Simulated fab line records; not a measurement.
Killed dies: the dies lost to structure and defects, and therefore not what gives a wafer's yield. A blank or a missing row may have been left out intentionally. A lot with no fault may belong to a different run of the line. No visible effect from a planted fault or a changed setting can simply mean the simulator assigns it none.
A struck lot beside a sound one    flow gf180mcu    14 steps out of a route of 602
Sound: wafers L587.2, L587.4, L587.6. Wafers L576.2, L576.3, L576.5 were the ones struck. The cause is given at the end.
At each step with rows: each side's tool, then ch and its chambers, then its first start. Under that, the readings that differ: sound wafers    struck wafers    difference of the means    sigmas: that difference in standard deviations of wafers without a fault.
alike: words and numbers the same on both sides, and readings whose means are apart by under 2 such deviations; not compared: readings that were withheld, readings missing a value for some wafer, numbers with overlapping values and no deviation given by the record, and bounds like >300 which may hide the same value.
Wherever a step has rows on one side only, a row that says differs or no value, or a row with sigmas, the two part there. When numbers do not overlap yet have no deviation, they are printed without sigmas and do not part them. Lack of a reading on every wafer of one side parts them only where that side has two or more wafers.

GF_V5_ETCH_16: etches BARC in N2/H2.
  sound on rie_diel-04 ch 0,1,2, day 33 01:31; struck on rie_diel-03 ch 1,2, day 30 03:44
  alike: drypump_motor_current_A, oes_product_au, rf_fwd_power_W, throttle_valve_pct
GF_V5_ETCH_17: etches SiO2 in C4F8/O2/Ar, stops on TiN, target depth 855 nm.
  sound: rie_diel-04 ch 0,1,2; struck: rie_diel-03 ch 1,2
  alike: oes_product_au, rf_fwd_power_W
then, 4 steps without rows for these wafers: GF_V5_STRIP_18 (strips in O2/N2); GF_V5_STRIP_19 (strips in post etch residue remover, time 1200 s); GF_V5_CLEAN_20 (cleans in DIW); GF_V5_SPUTTER_21 (material Ti, target thk 15 nm, time 80.02 s).
GF_V5_SPUTTER_22: material TiN, target thk 10 nm, time 40 s.
  struck on pvd_sputter-01, day 30 04:29; sound on pvd_sputter-03, day 33 02:17
  alike: cathode_dc_power_W, chamber_pressure_pa, throttle_valve_pct
then, 1 step without rows for these wafers: GF_V5_CVD_23 (deposits W, target thk 350 nm, time 104.9 s).
GF_V5_RS_MEAS_24: measurement is done with a four-point probe.
  struck on film_metro-03, day 30 04:40; sound on film_metro-01, day 33 02:27
  alike: V5_W_RS
GF_V5_THK_MEAS_25: measures by xrf.
  struck on film_metro-03, day 30 04:46; sound on film_metro-01, day 33 02:34
  alike: V5_W_THK
GF_V5_CMP_26: polishes, stops on SiO2, t overpolish 15 s, target thk 0 nm.
  sound on cmp-02 ch 0,3, day 33 02:37; struck on cmp-01 ch 0,1,3, day 30 05:02
  alike: head_pressure_psi, motor_current_A, overpolish_run_s, time_to_endpoint_s
GF_TOP_METAL_SPUTTER_00: material Ti, target thk 37.5 nm, time 150 s.
  struck on pvd_sputter-04, day 30 05:17; sound on pvd_sputter-02, day 33 02:55
  alike: cathode_dc_power_W, chamber_pressure_pa, throttle_valve_pct
GF_TOP_METAL_SPUTTER_01: material TiN, target thk 30 nm, time 25 s.
  struck on pvd_sputter-04, day 30 05:23; sound on pvd_sputter-02, day 33 03:01
  no value came back on the struck wafers for cathode_dc_power_W (W), chamber_pressure_pa (Pa), throttle_valve_pct (%); on the sound wafers cathode_dc_power_W (W) reads 6499.5 6502.1 6502.5
then, 1 step without rows for these wafers: GF_TOP_METAL_SPUTTER_02 (material AlCu, target thk 900 nm, time 47.82 s).

WHERE THEY PART
GF_TOP_METAL_SPUTTER_01 only, going by this record.

WHY: the cause the simulator had injected
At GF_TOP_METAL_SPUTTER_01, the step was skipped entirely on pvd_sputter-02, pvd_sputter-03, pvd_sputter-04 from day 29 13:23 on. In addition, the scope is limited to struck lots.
